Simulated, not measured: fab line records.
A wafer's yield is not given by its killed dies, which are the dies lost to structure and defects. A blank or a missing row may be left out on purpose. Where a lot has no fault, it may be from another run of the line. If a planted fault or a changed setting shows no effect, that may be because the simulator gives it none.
The tool behind it: which one? :: flow sky130 :: 6 lots (18 wafers sampled), 1 step of a 708-step route

## WHAT THE GAUGES SHOWED, per wafer
SKY_METAL4_OVL_MEAS_14.
lot: L448
measured: day 43 10:30
on: overlay-01
METAL4_OVL (nm): -5 3 -5

lot: L449
measured: day 43 15:20
on: overlay-01
METAL4_OVL (nm): -9 -1 -7

lot: L452
measured: day 43 19:04
on: overlay-01
METAL4_OVL (nm): -7 2 8

lot: L454
measured: day 44 22:36
on: overlay-02
METAL4_OVL (nm): -11 -7 -8

lot: L457
measured: day 45 05:23
on: overlay-02
METAL4_OVL (nm): -1 -7 -7

lot: L463
measured: day 46 19:16
on: overlay-01
METAL4_OVL (nm): -4 0 -1

## WHICH TOOL RAN EACH LOT (tool, then ch and the chambers of the sampled wafers, then the start)
The record holds no process step before these readings.

## THE ANSWER, worked out from the rows above alone
Rule: usual is defined by the lots themselves. Put in order of their means at a reading, lots are off if they are a third of the lots or fewer, leave a main group of 4 or more, and stand apart from it by a gap of 3 or more times the standard deviation of the main group's means; of several such gaps the widest counts. Not used: any main group whose means are identical at the precision the tables above print for the reading. A lot without any number at a reading at which 4 lots or more have one is off too. Any other lot the step has rows for is counted as sound.
No lot is off on any of the readings shown, so nothing can be concluded from this.

## WHAT WAS PUT IN BY THE SIMULATOR
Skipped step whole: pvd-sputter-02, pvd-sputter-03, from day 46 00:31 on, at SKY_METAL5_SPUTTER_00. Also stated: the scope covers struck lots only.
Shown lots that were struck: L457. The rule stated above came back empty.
